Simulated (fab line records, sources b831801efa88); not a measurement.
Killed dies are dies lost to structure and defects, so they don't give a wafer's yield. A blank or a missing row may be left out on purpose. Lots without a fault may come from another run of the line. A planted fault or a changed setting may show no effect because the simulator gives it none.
Which tool did it? | flow sky130 | 24 lots, 72 wafers sampled, at 6 steps of a route of 708

WHAT THE GAUGES READ, wafer by wafer
SKY_METAL1_THK_MEAS_06: measures by xrf. Usual: METAL1_ALCU_THK 257 nm, standard deviation 3.8.
lot  | measured     | on            | METAL1_ALCU_THK (nm) | flag
L074 | day 32 07:20 | film_metro-01 | 254 252 249          |
L075 | day 32 07:55 | film_metro-01 | 257 257 253          |
L076 | day 32 12:20 | film_metro-01 | 260 257 261          |
L078 | day 33 08:46 | film_metro-04 | 255 258 255          |
L077 | day 33 10:32 | film_metro-02 | 250 255 253          |
L080 | day 33 17:34 | film_metro-02 | 251 253 256          |
L079 | day 33 19:19 | film_metro-04 | 254 253 257          |
L081 | day 34 03:05 | film_metro-04 | 264 267 261          |
L082 | day 34 04:31 | film_metro-04 | 255 253 254          |
L083 | day 34 17:28 | film_metro-04 | 260 260 261          |
L084 | day 34 21:10 | film_metro-04 | 265 261 259          |
L085 | day 35 07:14 | film_metro-01 | 251 253 255          |
L087 | day 35 14:43 | film_metro-02 | 257 254 259          |
L086 | day 35 15:31 | film_metro-04 | 267 261 262          |
L088 | day 35 17:41 | film_metro-01 | 258 256 254          |
L089 | day 35 22:38 | film_metro-01 | 254 257 252          |
L090 | day 36 10:52 | film_metro-01 | 251 257 258          |
L091 | day 37 09:03 | film_metro-02 | 256 256 255          |
L092 | day 37 10:44 | film_metro-02 | 255 262 260          |
L093 | day 37 19:04 | film_metro-04 | 265 260 261          |
L094 | day 37 19:50 | film_metro-02 | 248 255 253          |
L095 | day 38 12:17 | film_metro-04 | 254 259 259          |
L096 | day 38 13:53 | film_metro-01 | 258 257 257          |
L097 | day 38 15:54 | film_metro-01 | 255 253 251          |

SKY_METAL1_OVL_MEAS_16. Usual: METAL1_OVL 3 nm, standard deviation 5.5.
lot  | measured     | on         | METAL1_OVL (nm) | flag
L074 | day 33 09:49 | overlay-01 | -7 2 0          |
L075 | day 33 10:28 | overlay-01 | 1 2 10          |
L076 | day 33 14:13 | overlay-01 | 5 -12 5         |
L078 | day 34 11:46 | overlay-02 | 2 0 3           |
L077 | day 34 12:55 | overlay-02 | 8 -6 3          |
L080 | day 34 20:39 | overlay-02 | 12 4 9          |
L079 | day 34 22:18 | overlay-01 | 2 6 11          |
L081 | day 35 05:55 | overlay-01 | 2 0 -7          |
L082 | day 35 06:58 | overlay-02 | 13 5 2          |
L083 | day 35 20:10 | overlay-01 | -2 5 -3         |
L084 | day 35 23:38 | overlay-02 | -2 2 -1         |
L085 | day 36 08:45 | overlay-02 | 14 7 12         |
L087 | day 36 16:01 | overlay-01 | 3 4 10          |
L086 | day 36 17:31 | overlay-02 | 6 4 -1          |
L088 | day 36 19:31 | overlay-02 | 3 2 3           |
L089 | day 37 01:33 | overlay-02 | -4 13 4         |
L090 | day 37 12:49 | overlay-01 | -2 -4 -7        |
L091 | day 38 10:58 | overlay-02 | 4 4 -4          |
L092 | day 38 11:58 | overlay-02 | 9 11 11         |
L093 | day 38 20:35 | overlay-02 | -1 0 5          |
L094 | day 38 21:51 | overlay-02 | -4 -3 0         |
L095 | day 39 12:37 | overlay-02 | 7 9 11          |
L096 | day 39 15:03 | overlay-01 | -2 5 5          |
L097 | day 39 16:15 | overlay-01 | -3 -10 -4       |

SKY_METAL3_OVL_MEAS_14. Usual: METAL3_OVL 1 nm, standard deviation 6.6.
lot  | measured     | on         | METAL3_OVL (nm) | flag
L074 | day 39 02:59 | overlay-01 | -21 -12 -13     |
L075 | day 39 03:55 | overlay-02 | -6 -3 3         |
L076 | day 39 04:38 | overlay-02 | 10 8 10         |
L078 | day 40 01:37 | overlay-02 | 6 13 2          |
L077 | day 40 03:00 | overlay-02 | 0 -4 -12        |
L080 | day 40 10:33 | overlay-02 | 9 0 -3          |
L079 | day 40 11:33 | overlay-02 | -2 -3 -8        |
L081 | day 40 17:29 | overlay-02 | -3 4 1          |
L082 | day 40 20:43 | overlay-02 | 7 17 0          |
L083 | day 41 07:22 | overlay-02 | 0 -4 5          |
L084 | day 41 11:10 | overlay-01 | 7 5 2           |
L085 | day 41 19:22 | overlay-01 | 0 12 5          |
L087 | day 42 02:23 | overlay-02 | 1 11 3          |
L086 | day 42 04:46 | overlay-02 | 4 2 14          |
L088 | day 42 05:30 | overlay-02 | -4 -8 -3        |
L089 | day 42 10:58 | overlay-02 | 4 -5 1          |
L090 | day 42 21:51 | overlay-02 | 9 -3 -3         |
L091 | day 43 17:34 | overlay-02 | 0 1 2           |
L092 | day 43 19:16 | overlay-01 | 1 1 0           |
L093 | day 44 02:13 | overlay-01 | -3 1 1          |
L094 | day 44 02:54 | overlay-01 | 2 -6 8          |
L095 | day 44 15:36 | overlay-02 | -3 -1 3         |
L096 | day 44 21:02 | overlay-01 | -1 10 1         |
L097 | day 44 21:22 | overlay-02 | 3 5 2           |

WHICH TOOL RAN EACH LOT (tool, then ch and the chambers of the sampled wafers, then the start)
lot  | SKY_LI_CONTACT_CMP_02         | SKY_VIA1_ETCH_15                   | SKY_VIA2_SPUTTER_20
L074 | cmp-02 ch 0,3, day 28 14:11   | rie_diel-04 ch 0,2,3, day 34 14:44 | pvd_sputter-03, day 36 22:08
L075 | cmp-02 ch 0,1,2, day 28 15:13 | rie_diel-03 ch 0,1,3, day 34 14:54 | pvd_sputter-03, day 36 23:08
L076 | cmp-02 ch 0,2,3, day 28 21:41 | rie_diel-04 ch 1,2,3, day 34 17:54 | pvd_sputter-04, day 37 00:49
L078 | cmp-02 ch 0,1, day 29 18:28   | rie_diel-04 ch 0,3, day 35 14:42   | pvd_sputter-02, day 37 22:39
L077 | cmp-01 ch 0,1,3, day 29 18:45 | rie_diel-04 ch 1,2, day 35 16:08   | pvd_sputter-03, day 37 23:33
L080 | cmp-02 ch 0,3, day 30 04:17   | rie_diel-02 ch 0,1, day 36 00:13   | pvd_sputter-04, day 38 07:24
L079 | cmp-01 ch 1,2, day 30 05:46   | rie_diel-02 ch 0,1,3, day 36 01:40 | pvd_sputter-02, day 38 08:39
L081 | cmp-01 ch 1,2, day 30 14:02   | rie_diel-02 ch 0,1,2, day 36 08:29 | pvd_sputter-02, day 38 15:38
L082 | cmp-02 ch 0,3, day 30 16:15   | rie_diel-02 ch 0,1, day 36 11:18   | pvd_sputter-02, day 38 18:59
L083 | cmp-02 ch 2,3, day 31 03:17   | rie_diel-04 ch 0,2,3, day 36 23:44 | pvd_sputter-03, day 39 05:42
L084 | cmp-02 ch 2,3, day 31 09:01   | rie_diel-02 ch 0,1,2, day 37 02:08 | pvd_sputter-04, day 39 08:35
L085 | cmp-01 ch 0,1, day 31 18:13   | rie_diel-02 ch 0,1, day 37 12:02   | pvd_sputter-02, day 39 17:49
L087 | cmp-01 ch 0,1,2, day 32 02:57 | rie_diel-04 ch 1,2,3, day 37 19:13 | pvd_sputter-04, day 40 01:26
L086 | cmp-01 ch 0,1,3, day 32 03:25 | rie_diel-02 ch 2,3, day 37 20:44   | pvd_sputter-04, day 40 03:18
L088 | cmp-01 ch 0,2,3, day 32 06:34 | rie_diel-02 ch 2,3, day 37 23:19   | pvd_sputter-04, day 40 04:26
L089 | cmp-01 ch 0,1,3, day 32 11:08 | rie_diel-02 ch 1,2, day 38 04:35   | pvd_sputter-04, day 40 10:09
L090 | cmp-02 ch 0,1,2, day 32 22:34 | rie_diel-02 ch 0,1,3, day 38 16:22 | pvd_sputter-04, day 40 21:05
L091 | cmp-01 ch 1,2,3, day 33 21:56 | rie_diel-02 ch 1,2, day 39 13:16   | pvd_sputter-02, day 41 18:09
L092 | cmp-01 ch 0,2,3, day 34 00:03 | rie_diel-03 ch 0,1,2, day 39 14:41 | pvd_sputter-04, day 41 19:29
L093 | cmp-01 ch 0,3, day 34 07:19   | rie_diel-03 ch 1,2,3, day 39 22:33 | pvd_sputter-02, day 42 02:24
L094 | cmp-02 ch 0,2,3, day 34 07:45 | rie_diel-02 ch 0,2,3, day 40 00:22 | pvd_sputter-04, day 42 04:11
L095 | cmp-02 ch 2,3, day 35 01:19   | rie_diel-04 ch 2,3, day 40 14:21   | pvd_sputter-02, day 42 17:27
L096 | cmp-02 ch 0,1,2, day 35 04:05 | rie_diel-03 ch 1,2, day 40 17:12   | pvd_sputter-02, day 42 22:38
L097 | cmp-02 ch 0,2,3, day 35 05:10 | rie_diel-02 ch 0,1, day 40 17:54   | pvd_sputter-04, day 42 22:51
- SKY_LI_CONTACT_CMP_02: polishes PSG.
- SKY_VIA1_ETCH_15: etches SiO2 in C4F8/O2/Ar, stops on TiN, target depth 351 nm, time 54 s.
- SKY_VIA2_SPUTTER_20: material TiN, target thk 20 nm, time 80 s.

WHAT THE TOOLS THEMSELVES READ (means of the sampled wafers that have a number; where no wafer has one, the mark that the record gives instead)
SKY_LI_CONTACT_CMP_02. Usual: motor_current_A 11.9 A, standard deviation 1.5; time_to_endpoint_s 34 s, standard deviation 3.1.
lot  | tool   | motor_current_A (A) | time_to_endpoint_s (s) | flag
L074 | cmp-02 | 11.8                | 32                     |
L075 | cmp-02 | 11.6                | 35                     |
L076 | cmp-02 | 11.8                | 33                     |
L078 | cmp-02 | 12.2                | 33                     |
L077 | cmp-01 | 13.0                | 36                     |
L080 | cmp-02 | 11.0                | 29                     |
L079 | cmp-01 | 11.6                | 33                     |
L081 | cmp-01 | 10.8                | 34                     |
L082 | cmp-02 | 11.6                | 35                     |
L083 | cmp-02 | 10.8                | 34                     |
L084 | cmp-02 | 10.4                | 34                     |
L085 | cmp-01 | 13.2                | 33                     |
L087 | cmp-01 | 12.5                | 40                     |
L086 | cmp-01 | 12.5                | 36                     |
L088 | cmp-01 | 13.1                | 37                     |
L089 | cmp-01 | 13.0                | 35                     |
L090 | cmp-02 | 11.8                | 37                     |
L091 | cmp-01 | 11.9                | 34                     |
L092 | cmp-01 | 13.3                | 31                     |
L093 | cmp-01 | 13.8                | 33                     |
L094 | cmp-02 | 11.0                | 32                     |
L095 | cmp-02 | 11.4                | 35                     |
L096 | cmp-02 | 11.6                | 35                     |
L097 | cmp-02 | 11.3                | 32                     |

SKY_VIA1_ETCH_15. Usual: oes_product_au 0.980 a.u., standard deviation 0.0071; rf_fwd_power_W 1486 W, standard deviation 5.8.
lot  | tool        | oes_product_au (a.u.) | rf_fwd_power_W (W) | flag
L074 | rie_diel-04 | 0.973                 | 1491               |
L075 | rie_diel-03 | 0.981                 | 1488               |
L076 | rie_diel-04 | 0.979                 | 1492               |
L078 | rie_diel-04 | 0.971                 | 1490               |
L077 | rie_diel-04 | 0.978                 | 1484               |
L080 | rie_diel-02 | 0.978                 | 1485               |
L079 | rie_diel-02 | 0.977                 | 1488               |
L081 | rie_diel-02 | 0.977                 | 1481               |
L082 | rie_diel-02 | 0.976                 | 1480               |
L083 | rie_diel-04 | 0.974                 | 1484               |
L084 | rie_diel-02 | 0.973                 | 1479               |
L085 | rie_diel-02 | 0.979                 | 1480               |
L087 | rie_diel-04 | 0.979                 | 1487               |
L086 | rie_diel-02 | 0.977                 | 1488               |
L088 | rie_diel-02 | 0.978                 | 1489               |
L089 | rie_diel-02 | 0.981                 | 1486               |
L090 | rie_diel-02 | 0.983                 | 1482               |
L091 | rie_diel-02 | 0.979                 | 1487               |
L092 | rie_diel-03 | 0.985                 | 1488               |
L093 | rie_diel-03 | 0.981                 | 1488               |
L094 | rie_diel-02 | 0.987                 | 1483               |
L095 | rie_diel-04 | 0.978                 | 1491               |
L096 | rie_diel-03 | 0.981                 | 1483               |
L097 | rie_diel-02 | 0.985                 | 1480               |

SKY_VIA2_SPUTTER_20. Usual: throttle_valve_pct 29.8 %, standard deviation 1.
lot  | tool           | throttle_valve_pct (%) | flag
L074 | pvd_sputter-03 | 29.2                   |
L075 | pvd_sputter-03 | 29.4                   |
L076 | pvd_sputter-04 | 29.8                   |
L078 | pvd_sputter-02 | 30.2                   |
L077 | pvd_sputter-03 | 29.6                   |
L080 | pvd_sputter-04 | 29.7                   |
L079 | pvd_sputter-02 | 30.2                   |
L081 | pvd_sputter-02 | 29.6                   |
L082 | pvd_sputter-02 | 29.9                   |
L083 | pvd_sputter-03 | 29.0                   |
L084 | pvd_sputter-04 | 30.9                   |
L085 | pvd_sputter-02 | 30.0                   |
L087 | pvd_sputter-04 | 29.8                   |
L086 | pvd_sputter-04 | 30.6                   |
L088 | pvd_sputter-04 | 29.2                   |
L089 | pvd_sputter-04 | 30.6                   |
L090 | pvd_sputter-04 | 28.8                   |
L091 | pvd_sputter-02 | 30.1                   |
L092 | pvd_sputter-04 | 30.0                   |
L093 | pvd_sputter-02 | 30.1                   |
L094 | pvd_sputter-04 | 29.9                   |
L095 | pvd_sputter-02 | 29.6                   |
L096 | pvd_sputter-02 | 29.7                   |
L097 | pvd_sputter-04 | 30.4                   |

THE ANSWER, worked out from the rows above alone
Rule: a lot is off if the mean of its wafers that have a number lies more than 3 standard deviations from the usual mean. A lot without any number at a reading at which 4 lots or more have one is off too. The other lots that the step has rows for count as sound. The gauges are gone through in route order, then the tools' own readings, and for those a lot's mean is taken as printed above. The first step at which some lot is off is used, and at that step the reading that is off furthest; a lot without a number counts as furthest.
No lot is off at any reading shown: from this, nothing can be told.

WHAT THE SIMULATOR HAD PUT IN
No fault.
